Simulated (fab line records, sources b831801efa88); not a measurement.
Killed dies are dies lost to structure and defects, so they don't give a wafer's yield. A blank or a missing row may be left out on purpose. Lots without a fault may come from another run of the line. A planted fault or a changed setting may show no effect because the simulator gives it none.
Chamber matching | flow sky130 | SKY_POLY_GATE_ETCH_15 on rie_diel-01: 4 sister chambers
The step etches BARC in N2/H2, stops on SiO2, time 118.5 s, target depth 110 nm. 7 wafers are shown with their chamber, then 7 later ones without.

WAFERS WITH THEIR CHAMBER
wafer  | chamber | oes_product_au (a.u.) | throttle_valve_pct (%)
L409.3 | 1       | 0.715                 | 13.201
L410.6 | 0       | 0.708                 | 13.202
L419.4 | 1       | 0.716                 | 13.206
L420.5 | 2       | 0.724                 | 13.207
L420.6 | 3       | 0.714                 | 13.224
L425.2 | 3       | 0.714                 | 13.209
L425.5 | 2       | 0.719                 | 13.205

WAFERS WITHOUT THEIR CHAMBER
wafer  | oes_product_au (a.u.) | throttle_valve_pct (%)
L425.6 | 0.712                 | 13.215
L429.1 | 0.715                 | 13.214
L429.2 | 0.724                 | 13.200
L429.4 | 0.717                 | 13.227
L430.4 | 0.718                 | 13.197
L430.5 | 0.713                 | 13.210
L430.6 | 0.711                 | 13.224

WHICH CHAMBER EACH WENT THROUGH
wafer  | from the rows above          | in truth
L425.6 | can't be placed: 3 or 1 or 0 | 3
L429.1 | can't be placed: 3 or 1      | 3
L429.2 | 2                            | 2
L429.4 | can't be placed: 3 or 1 or 2 | 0
L430.4 | can't be placed: 1 or 2 or 3 | 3
L430.5 | can't be placed: 3 or 1 or 0 | 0
L430.6 | can't be placed: 3 or 0 or 1 | 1
Placed correctly: 1 of 7. Can't be placed from these rows: 6 (the true chamber is among the candidates in 5). Placed wrongly: 0.
How it was worked out, from the rows above alone: a wafer's distance from a chamber is the root of the sum, over the readings, of the square of ((its reading less the chamber's mean) divided by the reading's scatter). The wafer belongs to the nearest chamber; if the next one is less than 2 further off, it can't be placed. A chamber's mean is the mean of its shown wafers. The scatter: the root of (the sum of the squares of (reading less its chamber's mean) over the shown wafers, divided by (wafers less chambers)).
